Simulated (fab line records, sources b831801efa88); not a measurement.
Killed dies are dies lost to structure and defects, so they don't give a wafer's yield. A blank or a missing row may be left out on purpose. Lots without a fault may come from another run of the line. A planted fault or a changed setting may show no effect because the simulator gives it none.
A struck lot beside a sound one | flow gf180mcu | 15 steps out of a route of 602
Sound: wafers L723.3, L723.4, L723.5. Struck: wafer L744.3. (L744.4, L744.5 of the same lot were not struck and are left out.) The cause comes at the end.
At each step with rows: each side's tool, then ch and its chambers, then its first start. Under that, the readings that differ: sound wafers | struck wafers | difference of the means | sigmas: that difference in standard deviations of wafers without a fault.
alike: readings whose means differ by less than 2 such deviations, and words and numbers that are the same on both sides. not compared: withheld readings, readings that some wafer has no value for, bounds like >300 that may hide the same value, and numbers for which the record gives no deviation and whose values overlap.
The two part at a step that has a row with sigmas, a row that says differs or no value, or rows on one side only. Numbers that don't overlap but have no deviation are shown without sigmas and don't part them. A reading that every wafer of one side lacks parts them only if that side has two wafers or more.

GF_V5_THK_MEAS_25: measures by xrf.
  sound on film_metro-03, day 27 20:26; struck on film_metro-03, day 33 23:33
  alike: V5_W_THK
then, 1 step without rows for these wafers: GF_V5_CMP_26 (polishes, stops on SiO2, t overpolish 15 s, target thk 0 nm).
GF_TOP_METAL_SPUTTER_00: material Ti, target thk 37.5 nm, time 150 s.
  sound on pvd_sputter-02, day 27 20:46; struck on pvd_sputter-03, day 33 23:53
  alike: cathode_dc_power_W, throttle_valve_pct
GF_TOP_METAL_SPUTTER_01: material TiN, target thk 30 nm, time 25 s.
  sound on pvd_sputter-02, day 27 20:52; struck on pvd_sputter-03, day 33 23:59
  alike: cathode_dc_power_W, throttle_valve_pct
GF_TOP_METAL_SPUTTER_02: material AlCu, target thk 900 nm, time 47.82 s.
  sound on pvd_sputter-02, day 27 20:54; struck on pvd_sputter-03, day 34 00:01
  alike: cathode_dc_power_W, throttle_valve_pct
GF_TOP_METAL_SPUTTER_03: material Ti, target thk 5 nm, time 3.3 s.
  sound on pvd_sputter-02, day 27 20:56; struck on pvd_sputter-03, day 34 00:04
  alike: cathode_dc_power_W, throttle_valve_pct
GF_TOP_METAL_SPUTTER_04: material TiN, target thk 25 nm, time 20.8 s.
  sound on pvd_sputter-02, day 27 20:58; struck on pvd_sputter-03, day 34 00:05
  alike: cathode_dc_power_W, throttle_valve_pct
GF_TOP_METAL_RS_MEAS_05: measures by four-point-probe.
  sound on film_metro-03, day 27 21:02; struck on film_metro-01, day 34 00:09
  alike: TOP_METAL_ALCU_RS
GF_TOP_METAL_THK_MEAS_06: measures by xrf.
  sound on film_metro-03, day 27 21:08; struck on film_metro-01, day 34 00:15
  alike: TOP_METAL_ALCU_THK
then, 3 steps without rows for these wafers: GF_TOP_METAL_DEHYDRATE_07 (time 60 s); GF_TOP_METAL_HMDS_08 (prime time 60 s); GF_TOP_METAL_COAT_09 (resist thk 1500 nm).
GF_TOP_METAL_SOFTBAKE_10: time 60 s.
  sound on litho_track-01 ch 0, day 28 07:06; struck on litho_track-03 ch 0, day 34 07:35
  reading                  | sound             | struck | difference | sigmas
  heater_power_total_W (W) | 56.66 56.64 56.58 | 58.31  | +1.68      | +40
  run_length_s (s)         | 89.32 89.32 89.40 | 84.20  | -5.15      | -30
  alike: exhaust_pa
then, 1 step without rows for these wafers: GF_TOP_METAL_EXPOSE_11 (exposes mask MetalTop, target cd 440 nm).
GF_PASSIVATION_PROBE_99:
  the record has rows for the sound wafers here (prober-01, day 29 14:23) and none for the struck ones

WHERE THEY PART
First at GF_TOP_METAL_SOFTBAKE_10; last, within this record, at GF_PASSIVATION_PROBE_99.

WHY: what the simulator had put in
Process parameter drift: litho_track-03, from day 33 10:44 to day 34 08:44, at GF_TOP_METAL_SOFTBAKE_10. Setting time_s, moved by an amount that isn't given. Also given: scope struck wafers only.
